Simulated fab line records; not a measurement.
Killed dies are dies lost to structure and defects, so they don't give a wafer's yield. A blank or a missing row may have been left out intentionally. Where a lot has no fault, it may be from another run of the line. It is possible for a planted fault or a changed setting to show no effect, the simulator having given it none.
What tool caused it? ; flow sky130 ; Sampling: 24 lots, 72 wafers, 6 of 708 route steps

WHAT THE GAUGES SHOWED, per wafer
SKY_CONTACT_BOW_MEAS_05.
lot;measured;on;CONTACT_BOW (um)
L074;day 29 22:02;film-metro-04;85 79 89
L075;day 30 10:16;film-metro-03;86 80 87
L076;day 30 23:28;film-metro-03;93 78 82
L077;day 31 07:03;film-metro-04;77 76 86
L079;day 31 11:02;film-metro-02;78 81 82
L078;day 31 17:13;film-metro-02;84 78 88
L080;day 32 07:02;film-metro-04;78 99 81
L081;day 32 18:15;film-metro-04;76 77 78
L082;day 32 19:46;film-metro-02;83 98 88
L083;day 33 01:15;film-metro-03;73 74 92
L084;day 33 16:45;film-metro-03;83 86 86
L085;day 33 23:37;film-metro-04;81 92 81
L086;day 34 06:23;film-metro-03;94 86 91
L087;day 34 07:21;film-metro-02;88 89 102
L088;day 34 22:41;film-metro-04;82 76 84
L089;day 35 00:33;film-metro-04;80 79 76
L090;day 35 20:23;film-metro-02;76 84 74
L091;day 35 23:42;film-metro-03;86 80 90
L092;day 36 00:00;film-metro-04;80 77 85
L093;day 36 08:04;film-metro-04;83 72 78
L094;day 36 19:48;film-metro-02;77 76 79
L096;day 37 03:38;film-metro-04;90 85 87
L095;day 37 08:54;film-metro-03;84 79 82
L097;day 37 17:56;film-metro-02;76 76 87

SKY_METAL5_RS_MEAS_05: the measuring method here is four-point-probe.
lot;measured;on;METAL5_ALCU_RS (ohm/sq)
L074;day 42 08:58;film-metro-04;0.0269 0.0269 0.0267
L075;day 42 21:19;film-metro-04;0.0270 0.0269 0.0267
L076;day 43 07:38;film-metro-01;0.0271 0.0269 0.0273
L077;day 43 10:14;film-metro-01;0.0267 0.0268 0.0267
L079;day 43 22:55;film-metro-02;0.0274 0.0274 0.0274
L078;day 43 23:35;film-metro-01;0.0278 0.0273 0.0269
L080;day 44 08:27;film-metro-01;0.0271 0.0270 0.0268
L081;day 44 18:42;film-metro-02;0.0276 0.0268 0.0268
L082;day 44 21:16;film-metro-01;0.0273 0.0271 0.0270
L083;day 45 02:29;film-metro-01;0.0273 0.0272 0.0271
L084;day 45 13:43;film-metro-01;0.0267 0.0268 0.0268
L085;day 45 20:22;film-metro-04;0.0269 0.0264 0.0265
L086;day 46 00:03;film-metro-04;0.0266 0.0268 0.0267
L087;day 46 02:40;film-metro-02;0.0280 0.0277 0.0274
L088;day 46 12:37;film-metro-02;0.0273 0.0273 0.0275
L089;day 46 12:56;film-metro-04;0.0264 0.0266 0.0264
L090;day 47 03:47;film-metro-02;0.0272 0.0274 0.0272
L091;day 47 06:05;film-metro-04;0.0272 0.0268 0.0272
L092;day 47 07:43;film-metro-01;0.0268 0.0269 0.0270
L093;day 47 11:42;film-metro-02;0.0266 0.0270 0.0274
L094;day 47 22:59;film-metro-04;0.0272 0.0270 0.0271
L096;day 48 04:54;film-metro-02;0.0270 0.0266 0.0266
L095;day 48 10:49;film-metro-01;0.0264 0.0268 0.0267
L097;day 48 16:40;film-metro-01;0.0268 0.0269 0.0268

SKY_PASSIVATION_THK_MEAS_03.
lot;measured;on;PASSIVATION_CVD_02_THK (nm)
L074;day 43 09:16;film-metro-02;543 541 550
L075;day 43 21:35;film-metro-02;542 545 550
L076;day 44 07:34;film-metro-03;538 557 545
L077;day 44 09:53;film-metro-01;534 535 531
L079;day 44 22:39;film-metro-03;533 539 544
L078;day 45 00:19;film-metro-03;539 545 541
L080;day 45 07:29;film-metro-02;537 531 545
L081;day 45 16:55;film-metro-02;544 531 535
L082;day 45 20:06;film-metro-02;532 541 540
L083;day 46 00:03;film-metro-02;534 540 541
L084;day 46 11:41;film-metro-01;534 550 542
L085;day 46 18:07;film-metro-03;532 537 538
L086;day 46 22:17;film-metro-02;530 538 539
L087;day 47 00:04;film-metro-01;530 547 540
L088;day 47 09:53;film-metro-01;528 542 538
L089;day 47 10:13;film-metro-01;538 541 543
L090;day 47 23:57;film-metro-01;532 539 543
L091;day 48 02:06;film-metro-02;532 531 532
L092;day 48 04:17;film-metro-01;536 537 552
L093;day 48 07:34;film-metro-01;546 535 542
L094;day 48 18:08;film-metro-03;535 535 548
L096;day 49 00:37;film-metro-01;534 537 539
L095;day 49 05:09;film-metro-01;535 530 531
L097;day 49 11:34;film-metro-02;538 545 551

EACH LOT AND THE TOOL THAT RAN IT (in order: tool; ch and the chambers of the sampled wafers; start)
lot;SKY_VIA1_CVD_21;SKY_METAL4_SPUTTER_03;SKY_VIA4_CMP_02
L074;cvd-w-02 ch 0,1, day 33 13:12;pvd-sputter-03, day 39 05:20;cmp-02 ch 0,1,2, day 41 07:59
L075;cvd-w-01 ch 0,1, day 34 00:01;pvd-sputter-04, day 39 17:29;cmp-02 ch 1,2,3, day 41 19:46
L076;cvd-w-01 ch 0, day 34 13:14;pvd-sputter-03, day 40 04:27;cmp-02 ch 1,2, day 42 06:08
L077;cvd-w-01 ch 0,1, day 34 19:19;pvd-sputter-03, day 40 08:29;cmp-01 ch 0,1,2, day 42 09:24
L079;cvd-w-01 ch 0,1, day 35 01:25;pvd-sputter-04, day 40 21:26;cmp-02 ch 0,2, day 42 21:56
L078;cvd-w-01 ch 0,1, day 35 05:25;pvd-sputter-02, day 40 21:33;cmp-01 ch 1,2, day 42 23:01
L080;cvd-w-02 ch 0,1, day 35 18:17;pvd-sputter-02, day 41 06:04;cmp-02 ch 1,2,3, day 43 07:31
L081;cvd-w-02 ch 0,1, day 36 05:58;pvd-sputter-03, day 41 17:46;cmp-02 ch 1,2,3, day 43 17:48
L082;cvd-w-01 ch 0,1, day 36 09:07;pvd-sputter-03, day 41 19:19;cmp-01 ch 0,1,2, day 43 21:00
L083;cvd-w-02 ch 0,1, day 36 13:31;pvd-sputter-03, day 42 00:43;cmp-01 ch 0,1,2, day 44 01:52
L084;cvd-w-01 ch 0,1, day 37 03:23;pvd-sputter-03, day 42 15:19;cmp-02 ch 0,2,3, day 44 15:07
L085;cvd-w-01 ch 0,1, day 37 10:44;pvd-sputter-04, day 42 21:02;cmp-01 ch 1,2, day 44 20:52
L086;cvd-w-02 ch 0,1, day 37 17:37;pvd-sputter-02, day 43 02:21;cmp-02 ch 1,2, day 45 01:56
L087;cvd-w-01 ch 0,1, day 37 18:13;pvd-sputter-04, day 43 04:52;cmp-01 ch 0,1, day 45 04:03
L088;cvd-w-01 ch 0, day 38 08:23;pvd-sputter-03, day 43 17:02;cmp-01 ch 0,2, day 45 14:52
L089;cvd-w-01 ch 1, day 38 10:20;pvd-sputter-02, day 43 17:23;cmp-02 ch 0,1, day 45 15:32
L090;cvd-w-01 ch 0,1, day 39 02:17;pvd-sputter-02, day 44 08:52;cmp-01 ch 0,2,3, day 46 06:13
L091;cvd-w-01 ch 0,1, day 39 04:42;pvd-sputter-04, day 44 11:28;cmp-02 ch 0,1,2, day 46 08:12
L092;cvd-w-02 ch 0,1, day 39 06:55;pvd-sputter-03, day 44 13:43;cmp-01 ch 0,1,3, day 46 10:10
L093;cvd-w-01 ch 0,1, day 39 14:38;pvd-sputter-02, day 44 19:27;cmp-01 ch 0,2,3, day 46 14:45
L094;cvd-w-02 ch 0,1, day 40 02:07;pvd-sputter-04, day 45 06:06;cmp-02 ch 1,3, day 47 01:16
L096;cvd-w-02 ch 0,1, day 40 09:20;pvd-sputter-03, day 45 12:38;cmp-02 ch 1,2,3, day 47 07:52
L095;cvd-w-01 ch 0,1, day 40 15:47;pvd-sputter-03, day 45 19:15;cmp-01 ch 0,1,2, day 47 14:05
L097;cvd-w-01 ch 1, day 41 00:26;pvd-sputter-03, day 46 01:58;cmp-02 ch 1,2,3, day 47 20:07
- SKY_VIA1_CVD_21: deposits W, target thk 270 nm, time 80.902 s.
- SKY_METAL4_SPUTTER_03: material Ti, target thk 5 nm, time 3.3 s.
- SKY_VIA4_CMP_02: polishes SiO2.

WHAT THE TOOLS THEMSELVES READ (means of the sampled wafers that have a number; where no wafer has one, the mark that the record gives instead)
SKY_VIA1_CVD_21.
lot;tool;heater-power-w (W)
L074;cvd-w-02;958
L075;cvd-w-01;792
L076;cvd-w-01;764
L077;cvd-w-01;826
L079;cvd-w-01;788
L078;cvd-w-01;790
L080;cvd-w-02;971
L081;cvd-w-02;990
L082;cvd-w-01;795
L083;cvd-w-02;986
L084;cvd-w-01;823
L085;cvd-w-01;818
L086;cvd-w-02;971
L087;cvd-w-01;799
L088;cvd-w-01;768
L089;cvd-w-01;870
L090;cvd-w-01;803
L091;cvd-w-01;788
L092;cvd-w-02;927
L093;cvd-w-01;787
L094;cvd-w-02;933
L096;cvd-w-02;944
L095;cvd-w-01;793
L097;cvd-w-01;848

SKY_METAL4_SPUTTER_03.
lot;tool;throttle-valve-pct (%)
L074;pvd-sputter-03;31.4
L075;pvd-sputter-04;30.0
L076;pvd-sputter-03;31.0
L077;pvd-sputter-03;30.6
L079;pvd-sputter-04;30.5
L078;pvd-sputter-02;29.0
L080;pvd-sputter-02;29.5
L081;pvd-sputter-03;29.9
L082;pvd-sputter-03;30.7
L083;pvd-sputter-03;31.3
L084;pvd-sputter-03;29.9
L085;pvd-sputter-04;30.8
L086;pvd-sputter-02;29.7
L087;pvd-sputter-04;30.0
L088;pvd-sputter-03;29.3
L089;pvd-sputter-02;29.5
L090;pvd-sputter-02;28.9
L091;pvd-sputter-04;30.3
L092;pvd-sputter-03;31.4
L093;pvd-sputter-02;29.8
L094;pvd-sputter-04;30.5
L096;pvd-sputter-03;30.4
L095;pvd-sputter-03;29.7
L097;pvd-sputter-03;31.3

SKY_VIA4_CMP_02.
lot;tool;motor-current-A (A)
L074;cmp-02;11.5
L075;cmp-02;11.2
L076;cmp-02;10.9
L077;cmp-01;11.5
L079;cmp-02;12.5
L078;cmp-01;11.2
L080;cmp-02;11.3
L081;cmp-02;11.2
L082;cmp-01;11.5
L083;cmp-01;12.0
L084;cmp-02;11.8
L085;cmp-01;11.3
L086;cmp-02;11.1
L087;cmp-01;12.2
L088;cmp-01;11.4
L089;cmp-02;11.0
L090;cmp-01;11.6
L091;cmp-02;11.3
L092;cmp-01;11.3
L093;cmp-01;11.3
L094;cmp-02;10.6
L096;cmp-02;11.5
L095;cmp-01;11.6
L097;cmp-02;11.1

THE ANSWER, worked out from the rows above alone
Rule: what is usual is taken from the lots themselves. The widest of any qualifying gaps counts: lots, ordered by their means at a reading, are off when they make up no more than a third of the lots, leave a main group of 4 or more, and stand apart from it by 3 or more times the standard deviation of that group's means. A main group whose means are all the same, to the digits that the tables above print for the reading, isn't used. A lot without any number at a reading at which 4 lots or more have one is off too. Where the step has rows for the other lots, those lots are counted as sound. The gauges are gone through in route order, then the tools' own readings, and for those a lot's mean is taken as printed above. The first step at which some lot is off is used, and at that step the reading that is off furthest; a lot without a number counts as furthest.
None of the lots is off at any reading shown; this tells nothing.

WHAT WAS PUT IN BY THE SIMULATOR
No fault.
